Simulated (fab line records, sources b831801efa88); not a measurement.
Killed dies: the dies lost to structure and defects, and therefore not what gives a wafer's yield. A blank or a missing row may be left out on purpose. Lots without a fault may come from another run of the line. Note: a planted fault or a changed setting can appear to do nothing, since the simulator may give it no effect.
Matching of chambers :: flow sky130 :: 4 sister chambers for SKY_CONTACT_ETCH_17 on rie diel-04
The step etches SiO2 in C4F8/O2/Ar, stops on Si3N4, target depth 340 nm. 4 wafers are shown with their chamber, then 12 later ones without.

WAFERS, EACH WITH ITS CHAMBER
wafer: L087.2
chamber: 0
oes product au (a.u.): 0.888

wafer: L088.1
chamber: 3
oes product au (a.u.): 0.893

wafer: L088.2
chamber: 1
oes product au (a.u.): 0.892

wafer: L088.3
chamber: 2
oes product au (a.u.): 0.883

WAFERS WITHOUT THEIR CHAMBER
wafer: L088.4
oes product au (a.u.): 0.899

wafer: L088.5
oes product au (a.u.): 0.892

wafer: L088.6
oes product au (a.u.): 0.886

wafer: L091.1
oes product au (a.u.): 0.893

wafer: L091.2
oes product au (a.u.): 0.885

wafer: L091.4
oes product au (a.u.): 0.889

wafer: L094.1
oes product au (a.u.): 0.892

wafer: L094.2
oes product au (a.u.): 0.898

wafer: L094.3
oes product au (a.u.): 0.890

wafer: L094.4
oes product au (a.u.): 0.894

wafer: L094.5
oes product au (a.u.): 0.881

wafer: L094.6
oes product au (a.u.): 0.896

EACH ONE'S CHAMBER
wafer: L088.4
from the rows above: can't be placed: 3 or 1 or 0
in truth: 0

wafer: L088.5
from the rows above: can't be placed: 1 or 3 or 0
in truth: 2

wafer: L088.6
from the rows above: can't be placed: 0 or 2 or 1 or 3
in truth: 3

wafer: L091.1
from the rows above: can't be placed: 3 or 1 or 0
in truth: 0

wafer: L091.2
from the rows above: can't be placed: 2 or 0 or 1
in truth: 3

wafer: L091.4
from the rows above: can't be placed: 0 or 1 or 3 or 2
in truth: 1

wafer: L094.1
from the rows above: can't be placed: 1 or 3 or 0
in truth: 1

wafer: L094.2
from the rows above: can't be placed: 3 or 1 or 0
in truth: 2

wafer: L094.3
from the rows above: can't be placed: 0 or 1 or 3 or 2
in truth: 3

wafer: L094.4
from the rows above: can't be placed: 3 or 1 or 0
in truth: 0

wafer: L094.5
from the rows above: can't be placed: 2 or 0
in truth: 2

wafer: L094.6
from the rows above: can't be placed: 3 or 1 or 0
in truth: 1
Correctly placed: 0 of 12. Cannot be placed on the basis of these rows: 12; the candidates contain the true chamber in 9. Number placed wrongly: 0.
How it was worked out, from the rows above alone: a wafer's distance from a chamber is the root of the sum, over the readings, of the square of ((its reading less the chamber's mean) divided by the reading's scatter). The wafer belongs to the nearest chamber; if the next one is less than 2 further off, it can't be placed. A chamber's mean is the mean of its shown wafers. The scatter: with one shown wafer a chamber, the root of the mean of the squares of how far each hidden wafer lies from its nearest shown one.
